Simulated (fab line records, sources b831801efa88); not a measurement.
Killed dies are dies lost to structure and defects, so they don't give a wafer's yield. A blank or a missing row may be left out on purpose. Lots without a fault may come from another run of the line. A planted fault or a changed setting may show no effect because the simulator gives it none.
Chamber matching | flow sfq_line | SFQ_TRILAYER_I4_CMP_CMP_100 on cmp-01: 4 sister chambers
The step polishes SiO2. 8 wafers are shown with their chamber, then 6 later ones without.

WAFERS WITH THEIR CHAMBER
wafer  | chamber | motor_current_A (A) | time_to_endpoint_s (s)
L387.3 | 0       | 8.0                 | 211
L395.1 | 3       | 8.5                 | 206
L395.5 | 1       | 9.4                 | 213
L397.3 | 2       | 11.5                | 211
L397.2 | 0       | 8.4                 | 214
L397.6 | 2       | 11.9                | 217
L401.2 | 1       | 9.2                 | 217
L401.1 | 3       | 8.5                 | 211

WAFERS WITHOUT THEIR CHAMBER
wafer  | motor_current_A (A) | time_to_endpoint_s (s)
L404.1 | 8.3                 | 207
L404.4 | 12.0                | 221
L404.5 | 8.5                 | 224
L405.1 | 8.7                 | 215
L405.5 | 9.0                 | 218
L405.6 | 8.7                 | 223

WHICH CHAMBER EACH WENT THROUGH
wafer  | from the rows above          | in truth
L404.1 | can't be placed: 3 or 0      | 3
L404.4 | 2                            | 2
L404.5 | can't be placed: 0 or 1 or 3 | 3
L405.1 | can't be placed: 3 or 0 or 1 | 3
L405.5 | 1                            | 1
L405.6 | can't be placed: 1 or 0 or 3 | 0
Placed correctly: 2 of 6. Can't be placed from these rows: 4 (the true chamber is among the candidates in 4). Placed wrongly: 0.
How it was worked out, from the rows above alone: a wafer's distance from a chamber is the root of the sum, over the readings, of the square of ((its reading less the chamber's mean) divided by the reading's scatter). The wafer belongs to the nearest chamber; if the next one is less than 2 further off, it can't be placed. A chamber's mean is the mean of its shown wafers. The scatter: the root of (the sum of the squares of (reading less its chamber's mean) over the shown wafers, divided by (wafers less chambers)).
